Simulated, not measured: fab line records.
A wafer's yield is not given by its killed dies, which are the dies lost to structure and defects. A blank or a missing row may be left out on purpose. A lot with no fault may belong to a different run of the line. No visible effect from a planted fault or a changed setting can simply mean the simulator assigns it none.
fab line records	flow sky130
[record] lots = 13	wafers = 38	last_day = 50
route steps=708 shown METAL2@489 VIA2@510
lots that met no fault: taken from a fault-free run of the same line
start_h: hours from the record's first day to the start of the lot's first wafer shown	wait_h: hours from the lot's prior step to this one	" as in the row above	L1.1+2: one row covering several wafers at once	- no value present, or no start provided	* or withheld: withheld	< > ~ a bound
route shown NAME@n: a module of which the file shows steps, and the number in the route of the first	usual: the fault-free wafers' mean and standard deviation	same: alike in all rows	chamber/n: place in a boat	sites: readings site by site	_std_site: their standard deviation	_edge_site: inner sites' mean taken away from outer sites' mean	radius_mm: for every site, how far away it sits from the centre of the wafer	mask NAME#n: copy n	behind: the tool/chamber that last shaped the wafer	hold: cause of the lot's hold/its duration in hours/its outcome	device: transistor that didn't switch, given as n, p or np	end of line: at the end of the route, the tests of the same wafers	a step without rows: its recipe alone	killed: dies lost to structure and defects at the first sort, not the wafer's yield	map: per-die view of a wafer (x killed, . not killed, _ where there is no die)
set.NAME: the setting the step ran with; set.NAME@STEP: the setting that earlier step ran with	model.NAME: the simulator's own value behind a step, which no gauge read
a sample of lots followed through the steps of the route, with each step as a table and each wafer as a row
services: a tool's chamber out of use, with start hour (start_h, from the record's first day; less than 0 if before it), hours out, and reason
[[steps]]
[step SKY_METAL2_THK_MEAS_06]
[recipe] thk_meas_gauge = xrf	reads = AlCu_of_METAL2_SPUTTER_02
[usual] METAL2_ALCU_THK = 253/3.1
lot.wafer	tool	chamber	start_h	wait_h	METAL2_ALCU_THK[nm]
L591.3	film_metro-03	-	793.70	0.1	249
L591.4	"	-	"	"	251
L591.5	"	-	"	"	252
L594.1	film_metro-03	-	826.95	0.1	253
L594.3	"	-	"	"	254
L594.5	"	-	"	"	248
L595.1	film_metro-01	-	843.12	0.1	258
L595.5	"	-	"	"	258
L595.6	"	-	"	"	255
L597.1	film_metro-01	-	849.04	0.1	253
L597.3	"	-	"	"	252
L597.6	"	-	"	"	251
L598.2	film_metro-01	-	859.35	0.1	255
L598.4	"	-	"	"	256
L598.6	"	-	"	"	257
L599.1	film_metro-03	-	869.27	0.1	250
L599.2	"	-	"	"	255
L599.3	"	-	"	"	254
L600.1	film_metro-03	-	876.99	0.1	252
L600.3	"	-	"	"	251
L601.2	film_metro-01	-	878.33	0.1	257
L601.4	"	-	"	"	257
L601.5	"	-	"	"	257
L602.4	film_metro-04	-	898.46	0.1	254
L602.5	"	-	"	"	252
L602.6	"	-	"	"	250
L603.3	film_metro-04	-	899.30	0.1	251
L603.4	"	-	"	"	248
L603.6	"	-	"	"	248
L611.2	film_metro-01	-	948.10	0.1	255
L611.4	"	-	"	"	261
L611.5	"	-	"	"	260
L612.1	film_metro-04	-	953.08	0.1	255
L612.3	"	-	"	"	255
L612.6	"	-	"	"	253
L614.4	film_metro-04	-	970.84	0.1	259
L614.5	"	-	"	"	255
L614.6	"	-	"	"	257
[step SKY_VIA2_BOW_MEAS_03]
[recipe] mode = bow
[usual] VIA2_BOW = 87/7.3
lot.wafer	tool	chamber	start_h	wait_h	VIA2_BOW[um]
L591.3	film_metro-03	-	822.14	0.2	81
L591.4	"	-	"	"	81
L591.5	"	-	"	"	86
L594.1	film_metro-01	-	854.76	0.2	82
L594.3	"	-	"	"	74
L594.5	"	-	"	"	75
L595.1	film_metro-03	-	870.37	0.1	84
L595.5	"	-	"	"	77
L595.6	"	-	"	"	82
L597.1	film_metro-01	-	876.36	0.1	99
L597.3	"	-	"	"	95
L597.6	"	-	"	"	76
L598.2	film_metro-02	-	886.50	0.3	87
L598.4	"	-	"	"	85
L598.6	"	-	"	"	86
L599.1	film_metro-03	-	896.89	0.2	75
L599.2	"	-	"	"	78
L599.3	"	-	"	"	74
L600.1	film_metro-01	-	903.91	0.1	86
L600.3	"	-	"	"	89
L601.2	film_metro-02	-	905.90	0.1	89
L601.4	"	-	"	"	89
L601.5	"	-	"	"	85
L602.4	film_metro-02	-	925.02	0.3	81
L602.5	"	-	"	"	85
L602.6	"	-	"	"	92
L603.3	film_metro-02	-	925.90	0.3	89
L603.4	"	-	"	"	101
L603.6	"	-	"	"	95
L611.2	film_metro-02	-	973.19	0.2	79
L611.4	"	-	"	"	81
L611.5	"	-	"	"	84
L612.1	film_metro-02	-	979.15	0.1	90
L612.3	"	-	"	"	98
L612.6	"	-	"	"	99
L614.4	film_metro-03	-	994.82	0.3	77
L614.5	"	-	"	"	82
L614.6	"	-	"	"	81
[step SKY_VIA2_DEVELOP_11]
[recipe] develop_time_s = 60	resist = KrF-thick	dev_temp_c = 21
[usual] developer_temp_C = 21.00/0.12
lot.wafer	tool	chamber	start_h	wait_h	developer_temp_C
L591.3	litho_track-03	0	848	-	21.23
L591.4	"	0	"	"	20.98
L591.5	"	0	"	"	21.15
L594.1	litho_track-03	0	880	-	20.77
L594.3	"	0	"	"	20.93
L594.5	"	0	"	"	20.77
L595.1	litho_track-04	0	895	-	21.21
L595.5	"	0	"	"	21.10
L595.6	"	0	"	"	21.02
L597.1	litho_track-03	0	901	-	20.83
L597.3	"	0	"	"	20.77
L597.6	"	0	"	"	20.85
L598.2	litho_track-04	0	911	-	20.91
L598.4	"	0	"	"	21.07
L598.6	"	0	"	"	21.13
L599.1	litho_track-04	0	921	-	21.11
L599.2	"	0	"	"	21.09
L599.3	"	0	"	"	20.98
L600.1	litho_track-04	0	928	-	21.49
L600.3	"	0	"	"	21.57
L601.2	litho_track-04	0	929	-	21.90
L601.4	"	0	"	"	21.61
L601.5	"	0	"	"	21.73
L602.4	litho_track-04	0	949	-	21.72
L602.5	"	0	"	"	21.59
L602.6	"	0	"	"	21.59
L603.3	litho_track-03	0	950	-	21.09
L603.4	"	0	"	"	21.12
L603.6	"	0	"	"	21.03
L611.2	litho_track-03	0	996	-	21.02
L611.4	"	0	"	"	21.07
L611.5	"	0	"	"	20.89
L612.1	litho_track-01	0	1002	-	20.92
L612.3	"	0	"	"	21.04
L612.6	"	0	"	"	21.05
L614.4	litho_track-04	0	1017	-	20.99
L614.5	"	0	"	"	21.06
L614.6	"	0	"	"	21.16
[step SKY_VIA2_ETCH_14]
[recipe] chemistry = N2/H2	target = BARC	ion_energy_ev = 200	source_w = 500	bias_w = 100	pressure_mtorr = 30	n2_flow_sccm = 100	h2_flow_sccm = 200	stop_on = SiO2	time_s = 45.9	target_depth_a = 600
[usual] drypump_motor_current_A = 5.89/0.27	h2_flow_sccm = 200.0/0.56	oes_product_au = 0.855/0.0053	throttle_valve_pct = 13.226/0.0093
lot.wafer	tool	chamber	start_h	wait_h	drypump_motor_current_A	h2_flow_sccm	oes_product_au	rf_hours_counter_h	throttle_valve_pct
L591.3	rie_diel-01	0	848.96	0.0	5.60	200.2	0.848	23	13.217
L591.4	"	3	"	"	5.47	201.0	0.855	10	13.211
L591.5	"	2	"	"	6.11	199.7	0.860	-	13.229
L594.1	rie_diel-04	1	880.56	0.0	6.20	200.8	0.848	13	13.228
L594.3	"	3	"	"	5.67	200.1	0.845	16	13.220
L594.5	"	0	"	"	6.05	201.2	0.851	-	13.210
L595.1	rie_diel-01	0	896.06	0.0	5.59	200.4	0.865	25	13.232
L595.5	"	0	"	"	5.60	200.6	0.854	-	13.234
L595.6	"	1	"	"	5.63	200.4	0.854	-	13.219
L597.1	rie_diel-04	1	901.96	0.0	6.20	201.1	0.846	14	13.220
L597.3	"	2	"	"	5.81	199.0	0.856	19	13.230
L597.6	"	2	"	"	5.81	199.5	0.855	-	13.211
L598.2	rie_diel-01	1	911.91	0.0	5.63	199.3	0.852	16	13.236
L598.4	"	3	"	"	5.45	198.9	0.857	12	13.233
L598.6	"	0	"	"	5.58	200.2	0.856	-	13.229
L599.1	rie_diel-04	1	922.16	0.0	6.23	199.2	0.851	14	13.222
L599.2	"	2	"	"	5.83	200.5	0.851	20	13.224
L599.3	"	3	"	"	5.70	199.8	0.849	18	13.232
L600.1	rie_diel-04	2	929.11	0.0	5.81	200.5	0.845	20	13.228
L600.3	"	0	"	"	6.03	200.5	0.847	19	13.226
L601.2	rie_diel-04	0	930.11	0.0	5.99	199.8	0.863	19	13.214
L601.4	"	1	"	"	6.21	200.3	0.850	15	13.234
L601.5	"	3	"	"	5.69	199.4	0.858	-	13.232
L602.4	rie_diel-04	1	949.46	0.0	6.21	200.4	0.853	15	13.237
L602.5	"	3	"	"	5.71	200.4	0.851	-	13.228
L602.6	"	0	"	"	6.03	199.7	0.857	-	13.243
L603.3	rie_diel-03	3	950.26	0.0	5.93	199.5	0.850	8	13.215
L603.4	"	0	"	"	6.54	199.5	0.859	11	13.228
L603.6	"	2	"	"	5.83	199.4	0.859	-	13.238
L611.2	rie_diel-04	0	996.56	0.0	6.05	199.9	0.861	21	13.218
L611.4	"	2	"	"	5.83	199.9	0.856	22	13.235
L611.5	"	1	"	"	6.23	200.4	0.851	-	13.218
L612.1	rie_diel-03	2	1002.85	0.0	5.84	200.7	0.855	10	13.218
L612.3	"	0	"	"	6.55	201.0	0.862	12	13.212
L612.6	"	3	"	"	5.90	199.8	0.857	-	13.235
L614.4	rie_diel-04	1	1018.16	0.0	6.22	200.4	0.846	17	13.212
L614.5	"	3	"	"	5.68	199.9	0.842	-	13.224
L614.6	"	0	"	"	6.04	200.2	0.856	-	13.217
[[services]]
tool	chamber	start_h	hours	kind
rie_diel-03	0	845.50	15.6	repair
rie_diel-03	-	849.25	10.0	pm
rie_diel-03	1	861.15	-	clean
rie_diel-03	1	861.15	21.0	scheduled_down
rie_diel-03	1	861.15	21.0	vent_cycle
rie_diel-03	1	889.23	3.9	repair
rie_diel-04	-	953.94	1.1	repair
rie_diel-03	0	957.71	6.1	repair
rie_diel-01	3	971.80	6.0	repair
rie_diel-04	2	975.21	1.2	repair
rie_diel-03	-	981.89	2.8	pm
[[key]]
[first_sign] step = SKY_VIA2_DEVELOP_11	reading = developer_temp_C	direction = up	sigmas = 5.3	usual = *	struck = *
effect none on later readings
met_at SKY_VIA2_DEVELOP_11
struck_lots L600,L601,L602
[loop_trim] step = SKY_VIA2_EXPOSE_09	setting = dose	lots = L602
not_acting_at SKY_METAL2_THK_MEAS_06,SKY_VIA2_BOW_MEAS_03,SKY_VIA2_ETCH_14
onset_between 921 928
[fault] kind = process_parameter_drift	tool = litho_track-04	chamber = -	onset_h = 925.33	steps = SKY_VIA2_DEVELOP_11	channel = dev_temp_c	offset = *	shape = step	end_h = 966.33	acts_in = *	stated = *
// loop_trim: a control loop set the setting to another value than it would have without faults
